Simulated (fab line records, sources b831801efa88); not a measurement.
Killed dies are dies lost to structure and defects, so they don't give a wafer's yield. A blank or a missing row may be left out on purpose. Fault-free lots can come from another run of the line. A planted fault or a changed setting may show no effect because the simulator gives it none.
Comparing a struck lot with a sound one -- flow sfq line -- 42 out of 325 route steps
Sound: these wafers, L999.2, L999.5, L999.6. Struck: wafers L107.2, L107.5 (left out: L107.6, a lot-mate that was not struck); the cause follows at the end.
For every step that has rows: the tool of each side, followed by ch and its chambers, followed by its first start. Under that, the readings that differ: sound wafers -- struck wafers -- difference of the means -- sigmas: that difference in standard deviations of wafers without a fault.
alike: same words and numbers on both sides, and readings whose means sit less than 2 such deviations apart. not compared: any withheld reading, any reading some wafer has no value for, any bound like >300 that may hide the same value, and any number with overlapping values for which the record gives no deviation.
A row with sigmas, a row that says differs or no value, or rows on one side alone: a step with any of these is where the two part. Non-overlapping numbers with no deviation appear without sigmas and do not part them. Lack of a reading on every wafer of one side parts them only where that side has two or more wafers.

first, 6 steps without rows for these wafers: SFQ_TRILAYER_M6_LITHO_COAT_164 (resist thk 62 nm); SFQ_TRILAYER_M6_LITHO_COAT_159 (resist thk 600 nm); SFQ_TRILAYER_M6_LITHO_SOFTBAKE_163; SFQ_TRILAYER_M6_LITHO_EXPOSE_160 (exposes mask M6, target cd 500 nm); SFQ_TRILAYER_M6_LITHO_PEB_162 (peb time 60 s); SFQ_TRILAYER_M6_LITHO_DEVELOP_161 (time 60 s).
SFQ_M6_OVL_MEAS_940:
  sound on overlay-02, day 80 02:17; struck on overlay-01, day 81 16:30
  alike: M6_OVL
then, 2 steps without rows for these wafers: SFQ_TRILAYER_M6_BARC_OPEN_METAL_ETCH_206 (etches BARC in O2, target depth 125 nm, time 41.7 s); SFQ_TRILAYER_M6_ETCH_METAL_ETCH_162 (etches Nb in Cl2/Ar, stops on SiO2, target depth 240 nm, time 120 s).
SFQ_TRILAYER_M6_STRIP_STRIP_163: strips in O2.
  sound on rie metal-02 ch 0,1, day 80 02:29; struck on rie metal-01 ch 0,1, day 81 16:43
  alike: drypump motor current A, oes product au
  not compared: rf hours counter h
then, 2 steps without rows for these wafers: SFQ_TRILAYER_M6_STRIP_SOLV_CLEAN_164 (cleans in NMP, time 600 s); SFQ_TRILAYER_I6_DEP_PECVD_165 (deposits SiO2 from SiH4/N2O, time 111.11 s, target thk 500 nm).
SFQ_TRILAYER_I6_CMP_CMP_166: polishes SiO2.
  sound on cmp-01 ch 0,1, day 80 03:51; struck on cmp-02 ch 0,1, day 81 18:34
reading,sound,struck,difference,sigmas
time to endpoint s (s),206 210 220,170 182,-36,-5
model.SiO2_of_TRILAYER_I6_DEP_PECVD_165.thk nm (nm),201.4 199.9 200.9,249.4 250.1,+49.0,
  alike: motor current A, platen rpm
SFQ_I6_BOW_MEAS_941:
  sound on film metro-02, day 80 06:22; struck on film metro-03, day 81 20:35
reading,sound,struck,difference,sigmas
I6_BOW (um),18 34 29,5 0,-24,-2
SFQ_TRILAYER_I6_METRO_MEASURE_167:
  sound on film metro-02, day 80 06:40; struck on film metro-03, day 81 20:53
reading,sound,struck,difference,sigmas
thk nm (nm),201.4 199.9 200.9,249.3 249.9,+48.9,+44
then, 6 steps without rows for these wafers: SFQ_TRILAYER_I6_VIA_LITHO_COAT_174 (resist thk 62 nm); SFQ_TRILAYER_I6_VIA_LITHO_COAT_169 (resist thk 650 nm); SFQ_TRILAYER_I6_VIA_LITHO_SOFTBAKE_173; SFQ_TRILAYER_I6_VIA_LITHO_EXPOSE_170 (exposes mask I6, target cd 700 nm); SFQ_TRILAYER_I6_VIA_LITHO_PEB_172 (peb time 60 s); SFQ_TRILAYER_I6_VIA_LITHO_DEVELOP_171 (time 60 s).
SFQ_I6_OVL_MEAS_942:
  sound on overlay-01, day 80 16:18; struck on overlay-01, day 82 23:50
  alike: I6_OVL
then, 1 step without rows for these wafers: SFQ_TRILAYER_I6_VIA_BARC_OPEN_VIA_ETCH_235 (etches BARC in O2, target depth 125 nm, time 41.7 s).
SFQ_TRILAYER_I6_VIA_ETCH_VIA_ETCH_172: etches SiO2 in CHF3, stops on Nb, target depth 260 nm.
  sound on rie diel-03 ch 1,2,3, day 80 16:22; struck on rie diel-04 ch 0,2, day 82 23:54
reading,sound,struck,difference,sigmas
oes product au (a.u.),0.857 0.855 0.855,0.973 0.970,+0.116,+21
model.etch.depth nm (nm),201.4 199.9 200.9,249.4 250.1,+49.0,
model.I6.feature depth nm (nm),201.4 199.9 200.9,249.4 250,+49.0,
  alike: drypump motor current A
then, 2 steps without rows for these wafers: SFQ_TRILAYER_I6_VIA_STRIP_STRIP_173 (strips in O2); SFQ_TRILAYER_I6_VIA_STRIP_SOLV_CLEAN_174 (cleans in NMP, time 600 s).
SFQ_TRILAYER_M7_DEP_PRE_CLEAN_176: time 22.5 s.
  sound on pvd sputter-03, day 80 17:16; struck on pvd sputter-06, day 83 00:47
reading,sound,struck,difference,sigmas
model.SiO2_of_TRILAYER_I6_DEP_PECVD_165.thk nm (nm),193.9 192.4 193.4,241.9 242.6,+49.0,
SFQ_TRILAYER_M7_DEP_SPUTTER_175: material Nb, target thk 200 nm, time 133.3 s.
  sound on pvd sputter-03, day 80 17:17; struck on pvd sputter-06, day 83 00:49
  alike: cathode dc power W, substrate temp c, throttle valve pct
SFQ_M7_RS_MEAS_943: uses a four-point probe to measure.
  sound on film metro-02, day 80 17:24; struck on film metro-04, day 83 00:56
  alike: M7_NB_RS
then, 6 steps without rows for these wafers: SFQ_TRILAYER_M7_LITHO_COAT_182 (resist thk 62 nm); SFQ_TRILAYER_M7_LITHO_COAT_177 (resist thk 600 nm); SFQ_TRILAYER_M7_LITHO_SOFTBAKE_181; SFQ_TRILAYER_M7_LITHO_EXPOSE_178 (exposes mask M7, target cd 500 nm); SFQ_TRILAYER_M7_LITHO_PEB_180 (peb time 60 s); SFQ_TRILAYER_M7_LITHO_DEVELOP_179 (time 60 s).
-- the record jumps here: 3 days lie between the struck wafers' starts before and after --
SFQ_M7_OVL_MEAS_945:
  sound on overlay-02, day 84 10:26; struck on overlay-01, day 85 21:23
  alike: M7_OVL
SFQ_TRILAYER_M7_BARC_OPEN_METAL_ETCH_229: etches BARC in O2, target depth 125 nm, time 41.7 s.
  sound on rie metal-01 ch 0,1, day 84 10:28; struck on rie metal-01 ch 0,1, day 85 21:25
  alike: drypump motor current A, oes product au
  not compared: rf hours counter h
then, 1 step without rows for these wafers: SFQ_TRILAYER_M7_ETCH_METAL_ETCH_180 (etches Nb in Cl2/Ar, stops on SiO2, target depth 240 nm, time 120 s).
SFQ_TRILAYER_M7_STRIP_STRIP_181: strips in O2.
  sound on rie metal-01 ch 0,1, day 84 10:39; struck on rie metal-01 ch 0,1, day 85 21:36
  alike: drypump motor current A, oes product au
  not compared: rf hours counter h
then, 1 step without rows for these wafers: SFQ_TRILAYER_M7_STRIP_SOLV_CLEAN_182 (cleans in NMP, time 600 s).
SFQ_TRILAYER_I7_DEP_PECVD_183: deposits SiO2 from SiH4/N2O, time 111.11 s, target thk 500 nm.
  sound on pecvd-01 ch 0,2, day 84 11:26; struck on pecvd-01 ch 0,2, day 85 22:22
  alike: heater power w, throttle valve pct
-- the record jumps here: 4 days lie between the struck wafers' starts before and after --
SFQ_M8_BOW_MEAS_951:
  sound on film metro-01, day 88 02:04; struck on film metro-03, day 89 18:52
reading,sound,struck,difference,sigmas
M8_BOW (um),21 38 32,6 0,-27,-2
model.etest.i6.link ohm,1.876 1.866 1.87,1.894 1.898,+0.025,

## WHERE THEY PART
First at SFQ_TRILAYER_I6_CMP_CMP_166; last, within this record, at SFQ_M8_BOW_MEAS_951.

WHY: whatever the simulator had introduced
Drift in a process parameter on cmp-02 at SFQ_TRILAYER_I6_CMP_CMP_166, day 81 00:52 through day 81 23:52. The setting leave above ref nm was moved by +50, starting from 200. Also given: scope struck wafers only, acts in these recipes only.
